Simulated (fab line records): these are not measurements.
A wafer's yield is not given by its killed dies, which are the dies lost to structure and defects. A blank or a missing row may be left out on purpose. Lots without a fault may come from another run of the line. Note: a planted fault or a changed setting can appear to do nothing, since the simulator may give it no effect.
Matching of chambers | flow gf180mcu | 4 sister chambers for GF_V5_CMP_04 on cmp-01
The step polishes SiO2. 16 wafers are shown with their chamber, then 8 later ones without.

## WAFERS WITH THEIR CHAMBER
wafer  | chamber | motor current A (A) | edge zone pressure frac
L858.1 | 0       | 11.3                | 1.005
L858.2 | 1       | 10.8                | 0.998
L858.4 | 2       | 10.2                | 1.002
L859.1 | 0       | 11.8                | 0.998
L859.3 | 1       | 11.1                | 1.005
L859.4 | 2       | 10.3                | 0.998
L860.1 | 2       | 10.4                | 1.010
L860.2 | 3       | 11.9                | 1.003
L860.4 | 1       | 10.5                | 0.995
L865.1 | 2       | 10.7                | 1.002
L865.3 | 0       | 11.1                | 0.996
L865.5 | 1       | 10.3                | 0.994
L866.1 | 1       | 11.1                | 1.008
L866.2 | 2       | 10.4                | 0.997
L866.6 | 0       | 11.3                | 1.012
L874.1 | 1       | 11.6                | 0.995

SIGNATURES (means of the wafers above)
reading                 | chamber 0 | chamber 1 | chamber 2 | chamber 3 | scatter within a chamber
motor current A         | 11.375    | 10.900    | 10.400    | 11.900    | 0.354
edge zone pressure frac | 1.00275   | 0.99917   | 1.00180   | 1.00300   | 0.00604
Rule: a wafer's distance from a chamber is the root of the sum, over the readings, of the square of ((its reading less the chamber's mean) divided by the reading's scatter). If the next closest chamber is less than 2 further off than the closest, the wafer can't be placed; otherwise it belongs to the closest. The scatter is the square root of a quotient: the sum, over the shown wafers, of each reading's squared deviation from its chamber's mean, divided by wafers minus chambers.

## WAFERS WITHOUT THEIR CHAMBER
wafer  | motor current A (A) | edge zone pressure frac
L874.2 | 11.0                | 0.999
L874.5 | 11.2                | 1.004
L876.1 | 11.9                | 1.008
L876.2 | 11.3                | 1.004
L876.5 | 11.1                | 1.003
L878.3 | 11.1                | 1.002
L878.4 | 10.7                | 1.001
L878.6 | 11.6                | 0.997

## EACH ONE'S CHAMBER
wafer  | from the rows above               | in truth
L874.2 | can't be placed: 1 or 0 or 2      | 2
L874.5 | can't be placed: 0 or 1 or 3 or 2 | 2
L876.1 | can't be placed: 3 or 0           | 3
L876.2 | can't be placed: 0 or 1 or 3      | 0
L876.5 | can't be placed: 0 or 1 or 2 or 3 | 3
L878.3 | can't be placed: 1 or 0 or 2 or 3 | 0
L878.4 | can't be placed: 1 or 2 or 0      | 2
L878.6 | can't be placed: 0 or 3 or 1      | 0
Correctly placed: 0 of 8. From these rows, 8 cannot be placed; in 8 the true chamber is one of the candidates. Number placed wrongly: 0.
